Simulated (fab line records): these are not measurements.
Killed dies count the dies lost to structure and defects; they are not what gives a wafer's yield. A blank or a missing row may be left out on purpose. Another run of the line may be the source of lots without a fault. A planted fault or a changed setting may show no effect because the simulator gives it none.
fab line records	flow sky130
record lots=13	wafers=39	last_day=50
route steps=708 shown CONTACT@429 CAP2M@615 VIA4@640 METAL5@675 PAD_OPEN@708
lots with no fault: from the same line, run without faults
start_h: hours from the record's opening day to when the first of the lot's shown wafers began	wait_h: how many hours have passed since the lot's step before this one	" same as the row above	L1.1+2: one row covering several wafers at once	- no value, or no start given	* or withheld: withheld	< > ~ a bound
route shown NAME@n: a module of which the file shows steps, and the number in the route of the first	usual: mean/standard deviation taken from wafers without a fault	same: alike in all rows	chamber/n: place in a boat	sites: each site's reading	_std_site: how widely they spread, as a standard deviation	_edge_site: inner sites' mean taken away from outer sites' mean	radius_mm: how far each site lies from the wafer's centre	mask NAME#n: copy n	behind: the most recent tool/chamber to have shaped the wafer	hold: why the lot went on hold/how many hours it stayed there/how the hold came to an end	device: transistor that didn't switch, given as n, p or np	end of line: the tests these same wafers got at the end of their route	step lacking rows: just its recipe	killed: count of dies lost to structure and defects at first sort (not the wafer's yield)	map: per-die view of a wafer (x killed, . not killed, _ where there is no die)
set.NAME: the run value of the setting; set.NAME@STEP: its run value at that earlier step	model.NAME: the simulator's own value behind a step, which no gauge read
the route's steps for a sample of lots (tables are steps, rows are wafers)
services: when a tool's chamber went out of use (start_h, in hours from the record's first day, below 0 if earlier), for how many hours, and the reason
## steps
# step SKY_CONTACT_SPUTTER_23
# recipe material=TiN	target_thk_nm=20	chamber_pressure_pa=5	power_w=4000	time_s=80
# usual throttle_valve_pct=30.1/0.96
lot.wafer	tool	chamber	start_h	wait_h	throttle_valve_pct
L224.1	pvd_sputter-04	-	732.75	0.0	31.1
L224.4	"	-	"	"	30.7
L224.5	"	-	"	"	29.5
L226.1	pvd_sputter-01	-	747.32	0.0	28.4
L226.5	"	-	"	"	28.6
L226.6	"	-	"	"	28.6
L227.2	pvd_sputter-02	-	756.99	0.0	30.1
L227.3	"	-	"	"	30.6
L227.4	"	-	"	"	30.2
L228.2	pvd_sputter-02	-	757.99	0.0	30.3
L228.3	"	-	"	"	30.8
L228.5	"	-	"	"	29.9
L229.2	pvd_sputter-01	-	783.65	0.0	28.6
L229.3	"	-	"	"	28.5
L229.5	"	-	"	"	28.6
L230.2	pvd_sputter-02	-	789.60	0.0	30.3
L230.3	"	-	"	"	30.0
L230.6	"	-	"	"	29.7
L231.1	pvd_sputter-02	-	797.51	0.0	30.4
L231.5	"	-	"	"	31.5
L231.6	"	-	"	"	30.6
L232.2	pvd_sputter-04	-	802.55	0.0	29.4
L232.3	"	-	"	"	29.5
L232.5	"	-	"	"	31.2
L234.1	pvd_sputter-01	-	824.79	0.0	31.2
L234.3	"	-	"	"	28.5
L234.5	"	-	"	"	28.6
L241.1	pvd_sputter-01	-	867.29	0.0	31.0
L241.3	"	-	"	"	28.3
L241.4	"	-	"	"	30.6
L242.3	pvd_sputter-01	-	875.71	0.0	28.8
L242.4	"	-	"	"	31.3
L242.6	"	-	"	"	30.3
L244.4	pvd_sputter-04	-	892.28	0.0	29.6
L244.5	"	-	"	"	30.8
L244.6	"	-	"	"	29.4
L246.2	pvd_sputter-02	-	899.05	0.0	31.6
L246.3	"	-	"	"	30.6
L246.6	"	-	"	"	30.6
# step SKY_CAP2M_OVL_MEAS_12
# usual CAP2M_OVL=0.0/1.4
lot.wafer	tool	chamber	start_h	wait_h	CAP2M_OVL[nm]
L224.1	overlay-02	-	952.22	0.1	3.1
L224.4	"	-	"	"	3.6
L224.5	"	-	"	"	1.8
L226.1	overlay-02	-	965.61	0.1	0.0
L226.5	"	-	"	"	-0.3
L226.6	"	-	"	"	0.9
L227.2	overlay-02	-	971.72	0.1	0.6
L227.3	"	-	"	"	0.2
L227.4	"	-	"	"	0.8
L228.2	overlay-02	-	973.82	0.1	-1.1
L228.3	"	-	"	"	-0.4
L228.5	"	-	"	"	0.0
L229.2	overlay-02	-	995.32	0.1	-0.6
L229.3	"	-	"	"	-2.8
L229.5	"	-	"	"	-0.4
L230.2	overlay-01	-	999.72	0.1	-0.6
L230.3	"	-	"	"	-2.6
L230.6	"	-	"	"	-2.0
L232.2	overlay-02	-	1015.68	0.1	0.7
L232.3	"	-	"	"	0.8
L232.5	"	-	"	"	-0.1
L234.1	overlay-02	-	1032.21	0.1	0.6
L234.3	"	-	"	"	0.2
L234.5	"	-	"	"	2.2
L231.1	overlay-01	-	1034.82	0.1	-1.2
L231.5	"	-	"	"	2.3
L231.6	"	-	"	"	-0.2
L241.1	overlay-01	-	1068.11	0.1	0.1
L241.3	"	-	"	"	0.8
L241.4	"	-	"	"	1.8
L242.3	overlay-01	-	1074.82	0.1	0.1
L242.4	"	-	"	"	-1.6
L242.6	"	-	"	"	0.7
L244.4	overlay-01	-	1087.68	0.1	-0.5
L244.5	"	-	"	"	-2.5
L244.6	"	-	"	"	-1.5
L246.2	overlay-01	-	1092.91	0.1	-2.2
L246.3	"	-	"	"	-0.4
L246.6	"	-	"	"	-1.2
# step SKY_VIA4_THK_MEAS_01
# recipe reads=SiO2_of_VIA4_HDPCVD_00
# usual VIA4_HDPCVD_THK=1750/17
lot.wafer	tool	chamber	start_h	wait_h	VIA4_HDPCVD_THK[nm]
L224.1	film_metro-01	-	977.34	0.1	1734
L224.4	"	-	"	"	1736
L224.5	"	-	"	"	1711
L226.1	film_metro-03	-	990.88	0.1	1746
L226.5	"	-	"	"	1718
L226.6	"	-	"	"	1731
L227.2	film_metro-03	-	996.87	0.1	1765
L227.3	"	-	"	"	1773
L227.4	"	-	"	"	1751
L228.2	film_metro-04	-	999.46	0.1	1733
L228.3	"	-	"	"	1749
L228.5	"	-	"	"	1736
L229.2	film_metro-04	-	1020.71	0.1	1756
L229.3	"	-	"	"	1754
L229.5	"	-	"	"	1749
L230.2	film_metro-03	-	1024.30	0.1	1745
L230.3	"	-	"	"	1725
L230.6	"	-	"	"	1761
L232.2	film_metro-04	-	1039.77	0.1	1762
L232.3	"	-	"	"	1738
L232.5	"	-	"	"	1753
L234.1	film_metro-03	-	1055.92	0.1	1784
L234.3	"	-	"	"	1783
L234.5	"	-	"	"	1792
L231.1	film_metro-03	-	1058.03	0.1	1778
L231.5	"	-	"	"	1795
L231.6	"	-	"	"	1774
L241.1	film_metro-04	-	1091.31	0.1	1743
L241.3	"	-	"	"	1729
L241.4	"	-	"	"	1762
L242.3	film_metro-04	-	1096.53	0.1	1749
L242.4	"	-	"	"	1724
L242.6	"	-	"	"	1738
L244.4	film_metro-04	-	1109.53	0.0	1760
L244.5	"	-	"	"	1747
L244.6	"	-	"	"	1739
L246.2	film_metro-03	-	1115.23	0.1	1747
L246.3	"	-	"	"	1781
L246.6	"	-	"	"	1769
# step SKY_METAL5_DESCUM_14
# recipe chemistry=O2	source_power_w=150	bias_power_w=0	pressure_mtorr=10	temp_c=40	time_s=11
# usual drypump_motor_current_A=5.99/0.22	oes_product_au=0.997/0.0094	rf_fwd_power_W=147.1/0.92
lot.wafer	tool	chamber	start_h	wait_h	drypump_motor_current_A	oes_product_au	rf_fwd_power_W	rf_hours_counter_h
L224.1	rie_metal-01	1	1024.59	0.1	6.16	1.005	148.3	19
L224.4	"	1	"	"	6.17	0.996	147.4	-
L224.5	"	0	"	"	5.47	1.006	146.9	-
L226.1	rie_metal-01	0	1037.52	0.1	5.48	1.015	146.4	21
L226.5	"	1	"	"	6.15	1.003	148.0	-
L226.6	"	0	"	"	5.48	1.026	145.9	-
L227.2	rie_metal-01	1	1044.61	0.1	6.21	1.002	147.4	20
L227.3	"	0	"	"	5.44	1.006	146.8	-
L227.4	"	1	"	"	6.17	1.002	147.5	-
L228.2	rie_metal-03	1	1046.39	0.1	5.97	0.995	147.2	19
L228.3	"	0	"	"	6.03	0.984	147.9	-
L228.5	"	1	"	"	6.02	1.001	146.9	-
L229.2	rie_metal-03	1	1067.39	0.1	5.94	0.998	148.0	21
L229.3	"	1	"	"	5.97	0.993	147.7	-
L229.5	"	1	"	"	5.95	0.984	147.5	-
L230.2	rie_metal-03	0	1070.01	0.1	6.09	0.982	148.4	24
L230.3	"	1	"	"	5.98	0.998	147.1	-
L230.6	"	1	"	"	5.96	0.983	147.4	-
L232.2	rie_metal-01	0	1085.49	0.1	5.44	1.009	147.4	1
L232.3	"	0	"	"	5.46	1.014	146.7	-
L232.5	"	1	"	"	6.19	1.004	148.4	-
L234.1	rie_metal-04	1	1099.61	0.1	6.18	1.000	146.1	22
L234.3	"	1	"	"	6.18	1.000	146.2	-
L234.5	"	0	"	"	5.96	0.997	145.7	-
L231.1	rie_metal-03	1	1100.22	0.1	5.98	0.991	147.1	24
L231.5	"	1	"	"	5.99	0.996	147.1	-
L231.6	"	0	"	"	6.03	0.978	148.7	-
L241.1	rie_metal-03	1	1132.51	0.1	6.00	0.983	147.8	28
L241.3	"	1	"	"	5.97	0.983	147.6	-
L241.4	"	0	"	"	6.05	0.989	148.3	-
L242.3	rie_metal-03	1	1137.03	0.1	5.95	0.988	147.2	-
L242.4	"	0	"	"	6.06	0.986	148.1	-
L242.6	"	1	"	"	5.98	0.991	146.8	-
L244.4	rie_metal-01	1	1150.65	0.1	6.16	0.985	147.9	-
L244.5	"	0	"	"	5.45	1.008	146.4	-
L244.6	"	1	"	"	6.16	0.994	147.5	-
L246.2	rie_metal-04	0	1155.42	0.1	5.96	1.001	145.6	22
L246.3	"	0	"	"	5.96	1.003	145.0	-
L246.6	"	1	"	"	6.19	1.018	146.0	-
# step SKY_PAD_OPEN_PROBE_99
# usual killed_at_M0_to_M3=42/6.9	killed_at_M4_up=3.2/1.7	killed_at_contacts=23/5.5	killed_at_front_end=16/4	killed_at_other=0.4/0.55	killed_dies=85/9.2	killed_open=46/6.8	killed_short=38/6.2
# same gross_dies=492	killed_at_back_side=0
lot.wafer	tool	chamber	start_h	wait_h	killed_at_M0_to_M3	killed_at_M4_up	killed_at_contacts	killed_at_front_end	killed_at_other	killed_dies	killed_open	killed_short
L241.1	prober-01	-	1171.46	0.1	43	2	69	13	0	127	46	32
L241.3	prober-01	-	1171.56	0.2	39	3	79	12	0	133	42	29
L241.4	prober-01	-	1171.61	0.2	46	4	69	11	0	130	35	38
L242.3	prober-02	-	1176.58	0.2	35	3	94	14	0	146	47	35
L242.4	prober-02	-	1176.63	0.2	42	1	76	15	0	134	45	38
L242.6	prober-02	-	1176.73	0.2	43	3	79	9	0	134	47	23
# killed by level:class
L241.1 CONTACT:unspecified=49 VIA1:geometric_particle:open=15 CONTACT:geometric_particle:open=7 LI_CONTACT:geometric_particle:open=5 VIA1:geometric_particle:short=5 METAL2:geometric_particle:short=5 VIA2:geometric_particle:open=5 POLY_GATE:geometric_particle:short=4
L241.3 CONTACT:unspecified=61 VIA1:geometric_particle:open=15 CONTACT:geometric_particle:open=9 VIA3:geometric_particle:open=7 CONTACT:geometric_particle:short=6 POLY_GATE:geometric_particle:short=4 METAL2:geometric_particle:short=4 VIA1:geometric_particle:short=4
L241.4 CONTACT:unspecified=57 VIA1:geometric_particle:open=8 CONTACT:geometric_particle:open=7 VIA1:geometric_particle:short=6 VIA2:geometric_particle:open=6 VIA3:geometric_particle:open=6 POLY_GATE:geometric_particle:short=5 METAL3:geometric_particle:short=5
L242.3 CONTACT:unspecified=63 CONTACT:geometric_particle:open=12 VIA1:geometric_particle:open=10 CONTACT:geometric_particle:short=5 VIA2:geometric_particle:open=5 POLY_GATE:geometric_particle:open=4 LOCAL_INTERCONNECT:geometric_particle:short=4 LI_CONTACT:geometric_particle:short=4
L242.4 CONTACT:unspecified=51 CONTACT:geometric_particle:open=10 VIA1:geometric_particle:open=10 FIELD_ISO:geometric_particle:open=8 VIA3:geometric_particle:open=7 CONTACT:geometric_particle:short=6 VIA1:geometric_particle:short=6 POLY_GATE:geometric_particle:short=5
L242.6 CONTACT:unspecified=64 VIA1:geometric_particle:open=17 VIA2:geometric_particle:open=8 CONTACT:geometric_particle:open=7 FIELD_ISO:geometric_particle:short=6 METAL2:geometric_particle:short=6 LI_CONTACT:geometric_particle:open=5 METAL1:geometric_particle:short=3
## services
tool	chamber	start_h	hours	kind
rie_metal-03	1	732.81	1.3	repair
rie_metal-01	-	776.32	2.8	pm
pvd_sputter-01	-	807.96	1.9	repair
pvd_sputter-01	-	817.38	2.1	repair
pvd_sputter-01	-	817.56	1.5	repair
pvd_sputter-02	-	830.89	4.8	repair
pvd_sputter-04	-	847.65	3.6	repair
rie_metal-01	-	861.80	0.6	repair
pvd_sputter-01	-	866.11	1.0	repair
pvd_sputter-01	-	878.48	3.2	repair
pvd_sputter-01	-	884.99	2.4	repair
rie_metal-04	-	920.24	0.8	repair
rie_metal-04	0	938.42	8.2	repair
rie_metal-03	-	947.86	15.6	pm
rie_metal-03	-	972.78	0.2	repair
rie_metal-04	-	984.47	2.4	repair
rie_metal-03	0	1005.12	3.6	repair
rie_metal-04	-	1007.18	0.6	repair
rie_metal-04	0	1072.52	5.4	repair
rie_metal-01	-	1073.72	1.0	repair
rie_metal-04	1	1076.19	1.2	repair
rie_metal-01	-	1101.72	0.8	repair
rie_metal-01	-	1144.55	1.4	pm
pvd_sputter-01	-	1146.81	3.7	repair
## key
first_sign step=SKY_PAD_OPEN_PROBE_99	reading=killed_at_contacts	direction=up	sigmas=9.9	usual=23	struck=78
effect step=SKY_PAD_OPEN_PROBE_99	reading=killed_dies	direction=up	sigmas=5.4	usual=85	struck=134
met_at SKY_CONTACT_SPUTTER_23
struck_lots L241,L242
tester_left_out L241,L242
not_acting_at SKY_CAP2M_OVL_MEAS_12,SKY_VIA4_THK_MEAS_01,SKY_METAL5_DESCUM_14
onset_between 824.79 867.29
fault kind=chamber_particle_source	tool=pvd_sputter-01	chamber=-	onset_h=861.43	steps=SKY_CONTACT_SPUTTER_23	rate_per_visit_cm2=1.4432	end_h=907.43
# tester_left_out: of these lots the tester's yield and bins aren't shown, on N5 and GAA mostly nor the transistor test; their killed dies are dies lost to structure and defects alone, not to doping, threshold or leakage, so they don't give the yield
